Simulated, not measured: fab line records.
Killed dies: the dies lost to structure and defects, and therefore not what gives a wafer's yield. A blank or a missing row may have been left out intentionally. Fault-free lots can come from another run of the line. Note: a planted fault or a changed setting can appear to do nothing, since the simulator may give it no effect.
A struck lot beside a sound one + flow sfq_line + 42 out of 325 route steps
Sound: the wafers L615.1, L615.3, L615.5. Wafers struck: L605.2, L605.3, L605.6. The cause is given at the end.
Per side, at each step with rows, come the tool, then ch with its chambers, and then its first start. Under that, the readings that differ: sound wafers + struck wafers + difference of the means + sigmas: that difference in standard deviations of wafers without a fault.
alike: words and numbers the same on both sides, and readings whose means are apart by under 2 such deviations; not compared: readings that were withheld, readings missing a value for some wafer, numbers with overlapping values and no deviation given by the record, and bounds like >300 which may hide the same value.
Wherever a step has rows on one side only, a row that says differs or no value, or a row with sigmas, the two part there. When numbers do not overlap yet have no deviation, they are printed without sigmas and do not part them. Lack of a reading on every wafer of one side parts them only where that side has two or more wafers.

first, 6 steps without rows for these wafers: SFQ_TRILAYER_L0_VIA_LITHO_COAT_018 (resist thk 62 nm); SFQ_TRILAYER_L0_VIA_LITHO_COAT_013 (resist thk 650 nm); SFQ_TRILAYER_L0_VIA_LITHO_SOFTBAKE_017; SFQ_TRILAYER_L0_VIA_LITHO_EXPOSE_014 (exposes mask L0V, target cd 700 nm); SFQ_TRILAYER_L0_VIA_LITHO_PEB_016 (peb time 60 s); SFQ_TRILAYER_L0_VIA_LITHO_DEVELOP_015 (time 60 s).
SFQ_L0V_OVL_MEAS_903:
  sound on overlay-02, day 13 00:29; struck on overlay-01, day 10 01:03
  alike: L0V_OVL
then, 1 step without rows for these wafers: SFQ_TRILAYER_L0_VIA_BARC_OPEN_VIA_ETCH_021 (etches BARC in O2, target depth 125 nm, time 41.7 s).
SFQ_TRILAYER_L0_VIA_ETCH_VIA_ETCH_016: etches SiO2 in CHF3, stops on MoNx KI, target depth 80 nm.
  sound on rie_diel-04 ch 1,3, day 13 00:34; struck on rie_diel-02 ch 1,2, day 10 01:07
  alike: drypump_motor_current_A, oes_product_au
SFQ_TRILAYER_L0_VIA_STRIP_STRIP_017: strips in O2.
  sound on rie_metal-03 ch 1, day 13 00:37; struck on rie_metal-04 ch 0,1, day 10 01:10
  alike: drypump_motor_current_A, he_backside_leak_sccm, oes_product_au
  not compared: rf_hours_counter_h
then, 2 steps without rows for these wafers: SFQ_TRILAYER_L0_VIA_STRIP_SOLV_CLEAN_018 (cleans in NMP, time 600 s); SFQ_TRILAYER_M0_DEP_PRE_CLEAN_020 (time 15 s).
SFQ_TRILAYER_M0_DEP_SPUTTER_019: material Nb, target thk 200 nm, time 133.3 s.
  sound on pvd_sputter-05, day 13 01:25; struck on pvd_sputter-06, day 10 01:58
| reading                                             | sound                | struck               | difference | sigmas      |
|-----------------------------------------------------|----------------------|----------------------|------------|-------------|
| cathode_dc_power_W (W)                              | 2000.5 2000.3 2000.3 | 2219.5 2219.9 2219.6 | +219.3     | +99 or more |
| model.Nb_of_TRILAYER_M0_DEP_SPUTTER_019.thk_nm (nm) | 200.4 200.2 201.1    | 224.5 224.6 225      | +24.1      |             |
  alike: throttle_valve_pct
SFQ_M0_RS_MEAS_904: the measuring method here is four-point-probe.
  sound on film_metro-03, day 13 01:30; struck on film_metro-02, day 10 02:05
| reading           | sound             | struck            | difference | sigmas |
|-------------------|-------------------|-------------------|------------|--------|
| M0_NB_RS (ohm/sq) | 0.890 0.891 0.887 | 0.789 0.788 0.785 | -0.102     | -11    |
then, 6 steps without rows for these wafers: SFQ_TRILAYER_M0_LITHO_COAT_026 (resist thk 62 nm); SFQ_TRILAYER_M0_LITHO_COAT_021 (resist thk 600 nm); SFQ_TRILAYER_M0_LITHO_SOFTBAKE_025; SFQ_TRILAYER_M0_LITHO_EXPOSE_022 (exposes mask M0, target cd 500 nm); SFQ_TRILAYER_M0_LITHO_PEB_024 (peb time 60 s); SFQ_TRILAYER_M0_LITHO_DEVELOP_023 (time 60 s).
SFQ_M0_OVL_MEAS_906:
  sound on overlay-01, day 13 04:23; struck on overlay-01, day 10 04:52
  alike: M0_OVL
SFQ_TRILAYER_M0_BARC_OPEN_METAL_ETCH_031: etches BARC in O2, target depth 125 nm, time 41.7 s.
  sound on rie_metal-02 ch 0,1, day 13 04:25; struck on rie_metal-03 ch 0,1, day 10 04:53
  alike: drypump_motor_current_A, he_backside_leak_sccm, oes_product_au
  not compared: rf_hours_counter_h
SFQ_TRILAYER_M0_ETCH_METAL_ETCH_024: etches Nb in Cl2/Ar, stops on SiO2, target depth 240 nm, time 120 s.
  sound on rie_metal-02 ch 0,1, day 13 04:28; struck on rie_metal-03 ch 0,1, day 10 04:57
| reading               | sound             | struck            | difference | sigmas |
|-----------------------|-------------------|-------------------|------------|--------|
| oes_product_au (a.u.) | 0.896 0.899 0.901 | 0.959 0.958 0.958 | +0.060     | +8     |
  alike: drypump_motor_current_A, he_backside_leak_sccm
  not compared: rf_hours_counter_h
SFQ_TRILAYER_M0_STRIP_STRIP_025: strips in O2.
  sound on rie_metal-02 ch 0,1, day 13 04:36; struck on rie_metal-03 ch 0,1, day 10 05:04
  alike: drypump_motor_current_A, he_backside_leak_sccm, oes_product_au
  not compared: rf_hours_counter_h
then, 3 steps without rows for these wafers: SFQ_TRILAYER_M0_STRIP_SOLV_CLEAN_026 (cleans in NMP, time 600 s); SFQ_TRILAYER_I0_DEP_PECVD_027 (deposits SiO2 from SiH4/N2O, time 111.11 s, target thk 500 nm); SFQ_TRILAYER_I0_CMP_CMP_028 (polishes SiO2).
SFQ_I0_BOW_MEAS_907:
  sound on film_metro-02, day 13 08:29; struck on film_metro-03, day 10 12:24
  alike: I0_BOW
SFQ_TRILAYER_I0_METRO_MEASURE_029:
  sound on film_metro-02, day 13 08:37; struck on film_metro-03, day 10 12:42
  alike: thk_nm
then, 6 steps without rows for these wafers: SFQ_TRILAYER_I0_VIA_LITHO_COAT_036 (resist thk 62 nm); SFQ_TRILAYER_I0_VIA_LITHO_COAT_031 (resist thk 650 nm); SFQ_TRILAYER_I0_VIA_LITHO_SOFTBAKE_035; SFQ_TRILAYER_I0_VIA_LITHO_EXPOSE_032 (exposes mask I0, target cd 500 nm); SFQ_TRILAYER_I0_VIA_LITHO_PEB_034 (peb time 60 s); SFQ_TRILAYER_I0_VIA_LITHO_DEVELOP_033 (time 60 s).
-- the record jumps here: 5 days lie between the struck wafers' starts before and after --
SFQ_I0_OVL_MEAS_908:
  sound on overlay-01, day 18 00:29; struck on overlay-01, day 15 04:42
  alike: I0_OVL
then, 5 steps without rows for these wafers: SFQ_TRILAYER_I0_VIA_BARC_OPEN_VIA_ETCH_046 (etches BARC in O2, target depth 125 nm, time 41.7 s); SFQ_TRILAYER_I0_VIA_ETCH_VIA_ETCH_034 (etches SiO2 in CHF3, stops on Nb, target depth 260 nm); SFQ_TRILAYER_I0_VIA_STRIP_STRIP_035 (strips in O2); SFQ_TRILAYER_I0_VIA_STRIP_SOLV_CLEAN_036 (cleans in NMP, time 600 s); SFQ_TRILAYER_M1_DEP_PRE_CLEAN_038 (time 22.5 s).
-- the record jumps here: 63 days lie between the struck wafers' starts before and after --
SFQ_M8_BOW_MEAS_951:
  sound on film_metro-03, day 87 18:41; struck on film_metro-02, day 77 20:20
| reading                 | sound              | struck               | difference | sigmas |
|-------------------------|--------------------|----------------------|------------|--------|
| model.etest.m0.ohm_um   | 1.783 1.775 1.766  | 1.591 1.589 1.575    | -0.190     |        |
| model.etest.m0.ohm_sq   | 0.888 0.8893 0.885 | 0.7928 0.7926 0.7911 | -0.0953    |        |
| model.etest.i0.link_ohm | 1.97 1.965 1.962   | 1.869 1.877 1.875    | -0.092     |        |
  alike: M8_BOW

WHERE THEY PART
First at SFQ_TRILAYER_M0_DEP_SPUTTER_019; last, within this record, at SFQ_TRILAYER_M0_ETCH_METAL_ETCH_024. Later steps at which nothing parts them and some readings are alike: SFQ_TRILAYER_M0_STRIP_STRIP_025, SFQ_I0_BOW_MEAS_907, SFQ_TRILAYER_I0_METRO_MEASURE_029, SFQ_I0_OVL_MEAS_908, SFQ_M8_BOW_MEAS_951.

WHY: what the simulator had put in
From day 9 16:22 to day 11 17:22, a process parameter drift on pvd_sputter-06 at SFQ_TRILAYER_M0_DEP_SPUTTER_019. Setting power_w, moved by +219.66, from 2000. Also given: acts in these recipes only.
